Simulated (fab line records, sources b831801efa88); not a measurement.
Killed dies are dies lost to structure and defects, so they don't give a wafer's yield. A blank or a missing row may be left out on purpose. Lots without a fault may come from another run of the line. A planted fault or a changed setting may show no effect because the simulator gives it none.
A struck lot beside a sound one | flow sky130 | 16 steps out of a route of 708
Sound: wafers L714.2, L714.4, L714.6. Struck: wafer L720.3. (L720.5 of the same lot was not struck and is left out.) The cause comes at the end.
At each step with rows: each side's tool, then ch and its chambers, then its first start. Under that, the readings that differ: sound wafers | struck wafers | difference of the means | sigmas: that difference in standard deviations of wafers without a fault.
alike: readings whose means differ by less than 2 such deviations, and words and numbers that are the same on both sides. not compared: withheld readings, readings that some wafer has no value for, bounds like >300 that may hide the same value, and numbers for which the record gives no deviation and whose values overlap.
The two part at a step that has a row with sigmas, a row that says differs or no value, or rows on one side only. Numbers that don't overlap but have no deviation are shown without sigmas and don't part them. A reading that every wafer of one side lacks parts them only if that side has two wafers or more.

first, 8 steps without rows for these wafers: SKY_METAL2_DEHYDRATE_07 (time 60 s); SKY_METAL2_HMDS_08 (prime time 60 s); SKY_METAL2_COAT_09 (resist thk 60 nm); SKY_METAL2_COAT_10 (resist thk 450 nm); SKY_METAL2_SOFTBAKE_11 (time 90 s); SKY_METAL2_EXPOSE_12 (exposes mask MM2, target cd 140 nm); SKY_METAL2_PEB_13; SKY_METAL2_DEVELOP_14 (develop time 60 s).
SKY_METAL2_CD_MEAS_15: target cd 140 nm.
  sound on cd_sem-01, day 38 13:49; struck on cd_sem-01, day 40 03:47
  alike: cd_nm
SKY_METAL2_OVL_MEAS_16:
  sound on overlay-02, day 38 13:55; struck on overlay-02, day 40 03:53
  alike: METAL2_OVL
SKY_METAL2_DESCUM_17: chemistry O2, time 8 s.
  sound on rie_metal-01 ch 0, day 38 13:57; struck on rie_metal-02 ch 1, day 40 03:55
  reading                     | sound          | struck | difference | sigmas
  drypump_motor_current_A (A) | 6.02 6.00 6.02 | 5.66   | -0.35      | -2
  alike: oes_product_au
  not compared: rf_hours_counter_h
SKY_METAL2_ETCH_18: etches BARC in N2/H2, stops on SiO2, time 45.9 s, target depth 60 nm.
  sound on rie_metal-01 ch 0, day 38 14:02; struck on rie_metal-02 ch 1, day 40 03:58
  reading                     | sound          | struck | difference | sigmas
  drypump_motor_current_A (A) | 6.03 6.03 6.03 | 5.67   | -0.36      | -2
  alike: oes_product_au, throttle_valve_pct
  not compared: rf_hours_counter_h
SKY_METAL2_METAL_ETCH_19: etches the open film in Cl2/BCl3, stops on SiO2, target depth 360 nm, time 78 s.
  sound on rie_metal-01 ch 0, day 38 14:10; struck on rie_metal-02 ch 1, day 40 04:02
  reading                                       | sound             | struck  | difference | sigmas
  drypump_motor_current_A (A)                   | 6.01 6.01 5.99    | 5.67    | -0.33      | -2
  oes_product_au (a.u.)                         | 0.856 0.853 0.843 | 0.866   | +0.015     | +3
  over_etch_frac                                | 0.3 0.3 0.3       | 0.25886 | -0.04114   |
  model.KrF-thick_of_METAL2_COAT_10.thk_nm (nm) | 158.5 158.7 160.9 | 167.9   | +8.5       |
  alike: throttle_valve_pct
  not compared: rf_hours_counter_h
SKY_METAL2_STRIP_20: strips in O2/N2.
  sound on plasma_asher-01 ch 0,1, day 38 14:19; struck on plasma_asher-03 ch 0, day 40 04:07
  reading                      | sound          | struck | difference | sigmas
  strip_time_to_endpoint_s (s) | 2.69 2.70 2.74 | 2.79   | +0.08      | +2
  alike: drypump_motor_current_A, oes_product_au
  not compared: rf_hours_counter_h
then, 2 steps without rows for these wafers: SKY_METAL2_STRIP_21 (strips in post etch residue remover, time 1200 s); SKY_PAD_OPEN_PROBE_99.

WHERE THEY PART
First at SKY_METAL2_DESCUM_17; last, within this record, at SKY_METAL2_STRIP_20.

WHY: what the simulator had put in
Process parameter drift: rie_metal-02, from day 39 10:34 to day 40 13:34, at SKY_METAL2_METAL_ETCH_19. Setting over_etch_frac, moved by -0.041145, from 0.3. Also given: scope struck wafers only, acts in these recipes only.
